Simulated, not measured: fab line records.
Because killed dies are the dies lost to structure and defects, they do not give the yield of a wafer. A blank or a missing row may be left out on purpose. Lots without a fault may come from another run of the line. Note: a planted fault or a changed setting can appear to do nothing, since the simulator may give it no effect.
Check of tool commonality + flow gf180mcu + Sampled: 12 lots, 36 wafers

== THE REASON FOR OPENING IT ==
On 2 of the 12 lots, a flag is raised at GF_HV_LDD_CD_MEAS_46 on the reading cd nm. No-fault wafers: 400.0 nm, standard deviation 2.4.
Rule: a lot gets a flag if all its wafers with a number sit over 4 standard deviations from that mean, or if no wafer of it has a number. The rest of the lots are taken to be sound.

| lot  | measured     | on        | cd nm (nm), wafer by wafer | flag    |
|------|--------------|-----------|----------------------------|---------|
| L650 | day 12 09:24 | cd sem-01 | 400.7 398.1 399.1          |         |
| L651 | day 12 14:40 | cd sem-02 | 401.4 404.3 403.4          |         |
| L652 | day 13 02:55 | cd sem-01 | 400.2 397.9 398.7          |         |
| L654 | day 13 16:06 | cd sem-02 | 402.8 400.8 399.7          |         |
| L655 | day 14 01:48 | cd sem-02 | 400.6 403.3 402.8          |         |
| L656 | day 14 04:01 | cd sem-02 | 400.0 399.1 401.3          |         |
| L657 | day 14 19:41 | cd sem-02 | 396.7 394.9 395.8          |         |
| L659 | day 15 05:25 | cd sem-02 | 400.6 398.0 400.9          |         |
| L665 | day 17 09:31 | cd sem-01 | 384.3 383.9 386.9          | FLAGGED |
| L667 | day 18 01:34 | cd sem-02 | 380.2 379.6 378.7          | FLAGGED |
| L670 | day 19 03:38 | cd sem-02 | 401.5 402.5 399.1          |         |
| L673 | day 20 10:01 | cd sem-01 | 397.2 395.0 394.9          |         |
The numbers of the flagged lots are 382.3 nm on average: -17.7 nm against the usual, or -7 standard deviations.

== LOT BY LOT: THE TOOL USED ==
Before the reading, the record contains 2 process steps out of a 602-step route. Read each cell as the tool, then ch plus the chambers that the sampled wafers visited, then the start.
| lot  | flag    | GF_VT_IMPLANT_STRIP_20               | GF_HV_LDD_EXPOSE_43                 |
|------|---------|--------------------------------------|-------------------------------------|
| L650 |         | plasma asher-01 ch 0,1, day 6 06:28  | iline stepper-01 ch 0, day 11 23:57 |
| L651 |         | plasma asher-01 ch 0,1, day 6 10:25  | iline stepper-02 ch 0, day 12 05:32 |
| L652 |         | plasma asher-02 ch 0,1, day 6 20:46  | iline stepper-01 ch 0, day 12 17:15 |
| L654 |         | plasma asher-03 ch 0,1, day 7 08:00  | iline stepper-01 ch 0, day 13 06:22 |
| L655 |         | plasma asher-02 ch 0,1, day 7 14:30  | iline stepper-02 ch 0, day 13 15:31 |
| L656 |         | plasma asher-01 ch 0,1, day 7 17:22  | iline stepper-02 ch 0, day 13 17:57 |
| L657 |         | plasma asher-02 ch 0,1, day 8 03:08  | iline stepper-01 ch 0, day 14 09:40 |
| L659 |         | plasma asher-03 ch 0, day 8 14:28    | iline stepper-01 ch 0, day 14 18:37 |
| L665 | FLAGGED | plasma asher-03 ch 0,1, day 10 06:51 | iline stepper-01 ch 0, day 16 22:43 |
| L667 | FLAGGED | plasma asher-02 ch 0,1, day 10 17:27 | iline stepper-01 ch 0, day 17 13:23 |
| L670 |         | plasma asher-03 ch 0,1, day 11 15:01 | iline stepper-02 ch 0, day 18 15:53 |
| L673 |         | plasma asher-03 ch 0,1, day 12 14:39 | iline stepper-02 ch 0, day 19 21:48 |
These steps, and what they do:
- GF_VT_IMPLANT_STRIP_20: strips in O2/N2.
- GF_HV_LDD_EXPOSE_43: exposes mask Pplus HV AREA, target cd 400 nm.
- GF_HV_LDD_CD_MEAS_46: target cd 400 nm.

== FLAGGED OVER TOTAL, TOOL BY TOOL (the gauges that took the reading come last) ==
| step                   | tool             | lots run | flagged | share of the flagged lots | sound lots run after its first flagged lot |
|------------------------|------------------|----------|---------|---------------------------|--------------------------------------------|
| GF_VT_IMPLANT_STRIP_20 | plasma asher-01  | 3        | 0       | none                      | -                                          |
| GF_VT_IMPLANT_STRIP_20 | plasma asher-02  | 4        | 1       | some                      | 0                                          |
| GF_VT_IMPLANT_STRIP_20 | plasma asher-03  | 5        | 1       | some                      | 2 (L670,L673)                              |
| GF_HV_LDD_EXPOSE_43    | iline stepper-01 | 7        | 2       | all                       | 0                                          |
| GF_HV_LDD_EXPOSE_43    | iline stepper-02 | 5        | 0       | none                      | -                                          |
| GF_HV_LDD_CD_MEAS_46   | cd sem-01        | 4        | 1       | some                      | 1 (L673)                                   |
| GF_HV_LDD_CD_MEAS_46   | cd sem-02        | 8        | 1       | some                      | 1 (L670)                                   |

== WHAT IS ALLOWED BY THE TABLE ==
All flagged lots share 1 row of the table, namely iline stepper-01 at GF_HV_LDD_EXPOSE_43.
- iline stepper-01 at GF_HV_LDD_EXPOSE_43: 2 of its 7 lots flagged. Last sound lot L659 at day 14 18:37, first flagged lot L665 at day 16 22:43; a fault beginning in between fits. Its own readings (exposure dose mJ cm2) fall more than 4 standard deviations out on all wafers of the flagged lots.
Left over: one tool, iline stepper-01 at GF_HV_LDD_EXPOSE_43.

== WHAT THE SIMULATOR HAD PUT IN ==
Drift in process parameters on iline stepper-01 at GF_HV_LDD_EXPOSE_43, starting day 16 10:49. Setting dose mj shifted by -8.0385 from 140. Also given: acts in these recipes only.
Shown lots that were struck: L665, L667. The same result came from the rule above.
